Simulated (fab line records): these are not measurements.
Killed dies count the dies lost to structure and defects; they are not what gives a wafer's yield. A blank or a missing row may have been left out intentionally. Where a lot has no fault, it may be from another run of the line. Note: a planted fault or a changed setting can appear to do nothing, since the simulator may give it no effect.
Chamber matching ; flow gf180mcu ; 4 sister chambers for GF_V3_ETCH_16 on rie diel-03
The step etches BARC in N2/H2. 14 wafers are shown with their chamber, then 7 later ones without.

## EACH WAFER AND ITS CHAMBER
wafer;chamber;drypump motor current A (A);throttle valve pct (%);oes product au (a.u.)
L219.3;0;6.0;13.240;0.847
L219.4;1;6.1;13.220;0.853
L219.5;2;5.2;13.219;0.847
L220.1;0;5.9;13.224;0.854
L220.2;1;6.2;13.228;0.846
L220.6;0;5.9;13.238;0.845
L221.1;2;5.2;13.207;0.856
L221.4;3;5.9;13.226;0.847
L221.6;2;5.2;13.232;0.853
L235.2;0;5.9;13.226;0.856
L235.4;3;5.9;13.216;0.858
L235.6;2;5.2;13.212;0.852
L237.1;1;6.1;13.228;0.860
L237.2;0;5.9;13.212;0.856

SIGNATURES (averages over the wafers above)
reading;chamber 0;chamber 1;chamber 2;chamber 3;scatter within a chamber
drypump motor current A;5.920;6.133;5.200;5.900;0.0383
throttle valve pct;13.22800;13.22533;13.21750;13.22100;0.00983
oes product au;0.85160;0.85300;0.85200;0.85250;0.00557
Rule: for each reading, subtract the chamber's mean from the wafer's reading, divide by that reading's scatter and square the result; add these up over the readings and take the root, which gives the wafer's distance from the chamber. The wafer belongs to the nearest chamber; if the next one is less than 2 further off, it can't be placed. How the scatter is found: for the shown wafers, subtract from each reading the mean of its chamber, square and add these, divide the total by (wafers less chambers), then take the root.

## WAFERS WITH NO CHAMBER GIVEN
wafer;drypump motor current A (A);throttle valve pct (%);oes product au (a.u.)
L237.3;5.2;13.225;0.857
L238.2;5.2;13.222;0.851
L238.4;5.9;13.226;0.847
L238.5;5.9;13.231;0.852
L239.2;6.1;13.228;0.851
L239.4;6.1;13.222;0.854
L239.5;5.9;13.235;0.855

## WHICH CHAMBER EACH WENT THROUGH
wafer;from the rows above;in truth
L237.3;2;2
L238.2;2;2
L238.4;can't be placed: 0 or 3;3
L238.5;can't be placed: 0 or 3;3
L239.2;1;1
L239.4;1;1
L239.5;can't be placed: 0 or 3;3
Correct placement for 4 of the 7. Not placeable from these rows: 3 (in 3, the candidates include the true chamber). Wrongly placed: 0.
